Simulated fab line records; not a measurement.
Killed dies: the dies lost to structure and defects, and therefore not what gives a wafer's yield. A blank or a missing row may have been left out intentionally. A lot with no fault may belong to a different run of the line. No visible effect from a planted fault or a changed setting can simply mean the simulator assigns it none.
Which tool did it? -- flow sky130 -- 12 lots, 36 wafers sampled, at 1 step of a route of 708

## WHAT EACH GAUGE READ, for each wafer
SKY_POLY_GATE_CD_MEAS_13: the cd target is 150 nm.
lot,measured,on,cd_nm (nm)
L075,day 16 08:02,cd_sem-02,153.8 152.7 153.0
L077,day 17 01:51,cd_sem-01,149.6 148.1 148.3
L079,day 18 04:23,cd_sem-01,150.2 151.6 150.6
L081,day 18 13:10,cd_sem-02,148.0 149.8 149.9
L083,day 19 12:37,cd_sem-01,152.1 151.9 150.0
L085,day 20 01:41,cd_sem-02,149.9 150.5 149.9
L087,day 20 19:14,cd_sem-01,150.4 150.4 149.6
L089,day 21 14:19,cd_sem-02,150.6 149.5 149.5
L091,day 22 11:23,cd_sem-02,151.5 151.6 151.9
L097,day 25 00:50,cd_sem-02,152.0 150.0 152.1
L095,day 25 03:15,cd_sem-01,151.5 150.9 150.8
L096,day 25 08:51,cd_sem-01,151.0 151.2 151.6

## WHICH TOOL RAN EACH LOT (tool, then ch and the chambers of the sampled wafers, then the start)
The record shows no process step preceding these readings.

## THE ANSWER, worked out from the rows above alone
Rule: usual is defined by the lots themselves. The widest of any qualifying gaps counts: lots, ordered by their means at a reading, are off when they make up no more than a third of the lots, leave a main group of 4 or more, and stand apart from it by 3 or more times the standard deviation of that group's means. The tables above print the reading to a certain number of digits; a main group whose means all agree to those digits is not used. A lot without any number at a reading at which 4 lots or more have one is off too. The other lots that the step has rows for count as sound.
No lot is off at any reading shown: from this, nothing can be told.

## WHAT THE SIMULATOR PUT IN
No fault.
